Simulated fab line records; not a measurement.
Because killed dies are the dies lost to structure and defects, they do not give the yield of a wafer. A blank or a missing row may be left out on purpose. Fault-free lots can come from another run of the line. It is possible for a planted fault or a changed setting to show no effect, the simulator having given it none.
Matching of chambers    flow sky130    SKY_CONTACT_CMP_27 on cmp-01 has 4 sister chambers
The step polishes, stops on SiO2, t overpolish 15 s, target thk 0 nm. 14 wafers are shown with their chamber, then 7 later ones without.

== WAFERS PAIRED WITH THEIR CHAMBERS ==
wafer   chamber  motor current A (A)  time to endpoint s (s)
L491.2  2        13.0                 89
L491.5  2        13.3                 90
L491.6  3        8.9                  87
L492.1  3        8.4                  80
L492.4  0        10.4                 78
L492.6  1        12.6                 84
L493.1  2        13.0                 88
L493.4  1        12.1                 83
L493.6  2        13.3                 85
L499.1  3        8.7                  78
L499.2  1        12.6                 81
L499.5  3        8.6                  82
L502.1  1        12.6                 80
L502.2  0        10.8                 81

SIGNATURES (averages over the wafers above)
reading             chamber 0  chamber 1  chamber 2  chamber 3  scatter within a chamber
motor current A     10.600     12.475     13.150     8.650      0.221
time to endpoint s  79.50      82.00      88.00      81.75      2.71
Rule: for a wafer and a chamber, the distance is found by dividing, reading by reading, the gap between the wafer's reading and the chamber's mean by the reading's scatter, squaring, summing and taking the root. The wafer belongs to the nearest chamber; if the next one is less than 2 further off, it can't be placed. The scatter: the root of (the sum of the squares of (reading less its chamber's mean) over the shown wafers, divided by (wafers less chambers)).

== WAFERS WITHOUT THEIR CHAMBER ==
wafer   motor current A (A)  time to endpoint s (s)
L502.3  12.8                 84
L504.1  8.6                  80
L504.2  12.9                 80
L504.4  12.4                 80
L505.3  12.4                 85
L505.6  11.1                 78
L507.2  13.6                 84

== WHICH CHAMBER EACH ONE RAN IN ==
wafer    from the rows above       in truth
L502.3   can't be placed: 1 or 2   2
L504.1   3                         3
L504.2   can't be placed: 1 or 2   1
L504.4   1                         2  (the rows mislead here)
L505.3   1                         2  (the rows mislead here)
L505.6   0                         0
L507.2   2                         2
Correctly placed: 3 of 7. Can't be placed from these rows: 2 (the true chamber is among the candidates in 2). Wrongly placed: 2.
